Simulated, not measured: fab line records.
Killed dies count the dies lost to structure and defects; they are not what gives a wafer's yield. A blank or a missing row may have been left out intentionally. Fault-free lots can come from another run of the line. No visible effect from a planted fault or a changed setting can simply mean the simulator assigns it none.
Struck lot and sound lot, side by side + flow sky130 + 15 out of 708 route steps
Sound: the wafers L637.1, L637.3, L637.5. Wafers struck: L632.1, L632.3, L632.6. Last of all comes the cause.
Each step with rows lists, per side, the tool, then ch with its chambers, then its first start. Under that, the readings that differ: sound wafers + struck wafers + difference of the means + sigmas: that difference in standard deviations of wafers without a fault.
alike: words and numbers the same on both sides, and readings whose means are apart by under 2 such deviations; not compared: readings that were withheld, readings missing a value for some wafer, numbers with overlapping values and no deviation given by the record, and bounds like >300 which may hide the same value.
Wherever a step has rows on one side only, a row that says differs or no value, or a row with sigmas, the two part there. When numbers do not overlap yet have no deviation, they are printed without sigmas and do not part them. A reading that every wafer of one side lacks parts them only if that side has two wafers or more.

first, 5 steps without rows for these wafers: SKY_LI_CONTACT_COAT_07 (resist thk 450 nm); SKY_LI_CONTACT_SOFTBAKE_08 (time 90 s); SKY_LI_CONTACT_EXPOSE_09 (exposes mask LICM1, target cd 170 nm); SKY_LI_CONTACT_PEB_10; SKY_LI_CONTACT_DEVELOP_11 (develop time 60 s).
SKY_LI_CONTACT_CD_MEAS_12 targets a cd of 170 nm.
  sound on cd_sem-02, day 32 16:23; struck on cd_sem-02, day 31 14:24
  alike: cd_nm
SKY_LI_CONTACT_OVL_MEAS_13:
  sound on overlay-01, day 32 16:30; struck on overlay-01, day 31 14:31
  alike: LI_CONTACT_OVL
SKY_LI_CONTACT_ETCH_14: etches BARC in N2/H2, stops on SiO2, time 45.9 s, target depth 60 nm.
  sound on rie_diel-03 ch 1,2, day 32 16:32; struck on rie_diel-04 ch 1,2, day 31 14:33
  alike: bias_w, drypump_motor_current_A, oes_product_au, throttle_valve_pct
  not compared: rf_hours_counter_h
SKY_LI_CONTACT_ETCH_15: etches PSG in C4F8/O2/Ar, stops on Si, target depth 600 nm.
  sound on rie_diel-03 ch 1,2, day 32 16:36; struck on rie_diel-04 ch 1,2, day 31 14:37
  alike: bias_w, oes_product_au
SKY_LI_CONTACT_STRIP_16: strips in O2/N2.
  sound on plasma_asher-04 ch 0,1, day 32 16:43; struck on plasma_asher-02 ch 1, day 31 14:44
| reading                     | sound       | struck      | difference | sigmas |
|-----------------------------|-------------|-------------|------------|--------|
| drypump_motor_current_A (A) | 5.8 5.8 5.4 | 4.8 4.8 4.7 | -0.9       | -2     |
  alike: oes_product_au, strip_time_to_endpoint_s
  not compared: rf_hours_counter_h
then, 2 steps without rows for these wafers: SKY_LI_CONTACT_CLEAN_17 (cleans in NMP, time 600 s); SKY_LI_CONTACT_PRE_CLEAN_18 (time 5.6 s).
SKY_LI_CONTACT_SPUTTER_19: material Ti, target thk 20 nm, time 106.37 s.
  sound on pvd_sputter-04, day 32 17:01; struck on pvd_sputter-02, day 31 15:02
| reading                                       | sound             | struck            | difference | sigmas |
|-----------------------------------------------|-------------------|-------------------|------------|--------|
| model.Ti_of_LI_CONTACT_SPUTTER_19.thk_nm (nm) | 20.27 20.11 20.19 | 27.59 27.42 27.28 | +7.24      |        |
  alike: throttle_valve_pct
SKY_LI_CONTACT_SPUTTER_20: material TiN, target thk 20 nm, time 77.84 s.
  sound on pvd_sputter-04, day 32 17:05; struck on pvd_sputter-02, day 31 15:07
  alike: throttle_valve_pct
-- record jumps: 16 days separate the struck wafers' starts on either side; left off in module LI_CONTACT, taken up again in module PAD_OPEN, whose first shown step is the route's number 708 --
SKY_PAD_OPEN_PROBE_99:
  record: rows for the struck wafers here (prober-01, day 47 22:47), none for the sound ones

== WHERE THEY PART ==
Earliest at SKY_LI_CONTACT_STRIP_16; latest, in this record, at SKY_PAD_OPEN_PROBE_99.

WHY: what the simulator had put in
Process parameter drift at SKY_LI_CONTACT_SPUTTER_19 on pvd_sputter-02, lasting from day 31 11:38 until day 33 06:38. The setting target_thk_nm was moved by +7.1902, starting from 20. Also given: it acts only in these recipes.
